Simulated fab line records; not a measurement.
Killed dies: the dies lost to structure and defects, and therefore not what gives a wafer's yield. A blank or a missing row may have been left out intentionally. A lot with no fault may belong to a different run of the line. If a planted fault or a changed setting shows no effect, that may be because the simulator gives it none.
The tool behind it: which one? / flow gf180mcu / 39 wafers from 13 lots sampled at 2 of the route's 602 steps

## WHAT EACH GAUGE READ, for each wafer
GF_V5_RS_MEAS_24: uses a four-point probe to measure. Usual: for V5_W_RS the level is 0.327 ohm/sq and the standard deviation is 0.003.
lot=L895; measured=day 27 15:05; on=film_metro-04; V5_W_RS (ohm/sq)=0.325 0.320 0.322; flag=
lot=L898; measured=day 28 15:14; on=film_metro-02; V5_W_RS (ohm/sq)=0.330 0.329 0.329; flag=
lot=L899; measured=day 28 22:47; on=film_metro-04; V5_W_RS (ohm/sq)=0.327 0.324 0.328; flag=
lot=L901; measured=day 29 15:11; on=film_metro-01; V5_W_RS (ohm/sq)=0.322 0.318 0.326; flag=
lot=L902; measured=day 29 22:38; on=film_metro-02; V5_W_RS (ohm/sq)=0.326 0.328 0.324; flag=
lot=L903; measured=day 30 00:44; on=film_metro-04; V5_W_RS (ohm/sq)=0.328 0.324 0.328; flag=
lot=L904; measured=day 30 09:50; on=film_metro-02; V5_W_RS (ohm/sq)=0.326 0.323 0.326; flag=
lot=L906; measured=day 30 19:20; on=film_metro-02; V5_W_RS (ohm/sq)=0.329 0.326 0.331; flag=
lot=L907; measured=day 31 00:38; on=film_metro-01; V5_W_RS (ohm/sq)=0.328 0.323 0.328; flag=
lot=L908; measured=day 31 10:32; on=film_metro-02; V5_W_RS (ohm/sq)=0.328 0.326 0.328; flag=
lot=L914; measured=day 32 21:07; on=film_metro-01; V5_W_RS (ohm/sq)=0.329 0.331 0.329; flag=
lot=L916; measured=day 33 09:06; on=film_metro-01; V5_W_RS (ohm/sq)=0.329 0.324 0.325; flag=
lot=L917; measured=day 33 13:33; on=film_metro-04; V5_W_RS (ohm/sq)=0.329 0.326 0.329; flag=

## WHICH TOOL RAN EACH LOT (tool, then ch and the chambers of the sampled wafers, then the start)
lot=L895; GF_MVPSD_STRIP_10=plasma_asher-04 ch 0,1, day 5 09:04
lot=L898; GF_MVPSD_STRIP_10=plasma_asher-02 ch 0,1, day 6 02:11
lot=L899; GF_MVPSD_STRIP_10=plasma_asher-02 ch 0,1, day 6 07:19
lot=L901; GF_MVPSD_STRIP_10=plasma_asher-03 ch 0,1, day 6 19:20
lot=L902; GF_MVPSD_STRIP_10=plasma_asher-03 ch 0,1, day 7 01:10
lot=L903; GF_MVPSD_STRIP_10=plasma_asher-02 ch 0,1, day 7 05:41
lot=L904; GF_MVPSD_STRIP_10=plasma_asher-02 ch 0,1, day 7 12:46
lot=L906; GF_MVPSD_STRIP_10=plasma_asher-04 ch 0,1, day 8 02:23
lot=L907; GF_MVPSD_STRIP_10=plasma_asher-03 ch 0,1, day 8 07:32
lot=L908; GF_MVPSD_STRIP_10=plasma_asher-02 ch 0, day 8 12:46
lot=L914; GF_MVPSD_STRIP_10=plasma_asher-03 ch 0,1, day 9 23:22
lot=L916; GF_MVPSD_STRIP_10=plasma_asher-02 ch 0,1, day 10 13:08
lot=L917; GF_MVPSD_STRIP_10=plasma_asher-02 ch 0,1, day 10 19:04
- GF_MVPSD_STRIP_10: strips in O2/N2.

## AS READ BY THE TOOLS THEMSELVES (means over the sampled wafers that have a number; for cases with no such wafer, the mark the record gives instead)
GF_MVPSD_STRIP_10. Usual: drypump_motor_current_A 5.6 A, standard deviation 0.35; heater_power_w 299 W, standard deviation 14; n2_flow_sccm 300.0 sccm, standard deviation 0.86; oes_product_au 0.722 a.u., standard deviation 0.004; strip_time_to_endpoint_s 37.06 s, standard deviation 0.096.
lot=L895; tool=plasma_asher-04; drypump_motor_current_A (A)=5.5; heater_power_w (W)=309; n2_flow_sccm (sccm)=299.2; oes_product_au (a.u.)=0.719; strip_time_to_endpoint_s (s)=36.95; flag=
lot=L898; tool=plasma_asher-02; drypump_motor_current_A (A)=5.8; heater_power_w (W)=288; n2_flow_sccm (sccm)=299.5; oes_product_au (a.u.)=0.722; strip_time_to_endpoint_s (s)=37.02; flag=
lot=L899; tool=plasma_asher-02; drypump_motor_current_A (A)=5.6; heater_power_w (W)=285; n2_flow_sccm (sccm)=299.9; oes_product_au (a.u.)=0.722; strip_time_to_endpoint_s (s)=37.04; flag=
lot=L901; tool=plasma_asher-03; drypump_motor_current_A (A)=5.8; heater_power_w (W)=306; n2_flow_sccm (sccm)=299.3; oes_product_au (a.u.)=0.724; strip_time_to_endpoint_s (s)=37.03; flag=
lot=L902; tool=plasma_asher-03; drypump_motor_current_A (A)=5.6; heater_power_w (W)=311; n2_flow_sccm (sccm)=300.2; oes_product_au (a.u.)=0.723; strip_time_to_endpoint_s (s)=36.94; flag=
lot=L903; tool=plasma_asher-02; drypump_motor_current_A (A)=5.8; heater_power_w (W)=284; n2_flow_sccm (sccm)=299.3; oes_product_au (a.u.)=0.719; strip_time_to_endpoint_s (s)=36.95; flag=
lot=L904; tool=plasma_asher-02; drypump_motor_current_A (A)=5.6; heater_power_w (W)=287; n2_flow_sccm (sccm)=299.8; oes_product_au (a.u.)=0.721; strip_time_to_endpoint_s (s)=37.06; flag=
lot=L906; tool=plasma_asher-04; drypump_motor_current_A (A)=5.4; heater_power_w (W)=310; n2_flow_sccm (sccm)=301.3; oes_product_au (a.u.)=0.719; strip_time_to_endpoint_s (s)=37.15; flag=
lot=L907; tool=plasma_asher-03; drypump_motor_current_A (A)=5.8; heater_power_w (W)=305; n2_flow_sccm (sccm)=299.7; oes_product_au (a.u.)=0.720; strip_time_to_endpoint_s (s)=37.15; flag=
lot=L908; tool=plasma_asher-02; drypump_motor_current_A (A)=5.3; heater_power_w (W)=285; n2_flow_sccm (sccm)=300.6; oes_product_au (a.u.)=0.719; strip_time_to_endpoint_s (s)=37.10; flag=
lot=L914; tool=plasma_asher-03; drypump_motor_current_A (A)=5.8; heater_power_w (W)=304; n2_flow_sccm (sccm)=300.2; oes_product_au (a.u.)=0.723; strip_time_to_endpoint_s (s)=36.98; flag=
lot=L916; tool=plasma_asher-02; drypump_motor_current_A (A)=5.6; heater_power_w (W)=286; n2_flow_sccm (sccm)=300.2; oes_product_au (a.u.)=0.720; strip_time_to_endpoint_s (s)=37.06; flag=
lot=L917; tool=plasma_asher-02; drypump_motor_current_A (A)=5.8; heater_power_w (W)=290; n2_flow_sccm (sccm)=301.0; oes_product_au (a.u.)=0.720; strip_time_to_endpoint_s (s)=37.14; flag=

## THE ANSWER, worked out from the rows above alone
Rule: take the mean of a lot's wafers that have a number; if it is more than 3 standard deviations from the usual mean, the lot is off. A lot without any number at a reading at which 4 lots or more have one is off too. Any other lot the step has rows for is counted as sound. After the gauges, taken in route order, come the tools' own readings; for these a lot's mean is taken, as printed above. The first step at which some lot is off is used, and at that step the reading that is off furthest; a lot without a number counts as furthest.
No lot is off at any reading shown: from this, nothing can be told.

## WHAT THE SIMULATOR HAD INSERTED
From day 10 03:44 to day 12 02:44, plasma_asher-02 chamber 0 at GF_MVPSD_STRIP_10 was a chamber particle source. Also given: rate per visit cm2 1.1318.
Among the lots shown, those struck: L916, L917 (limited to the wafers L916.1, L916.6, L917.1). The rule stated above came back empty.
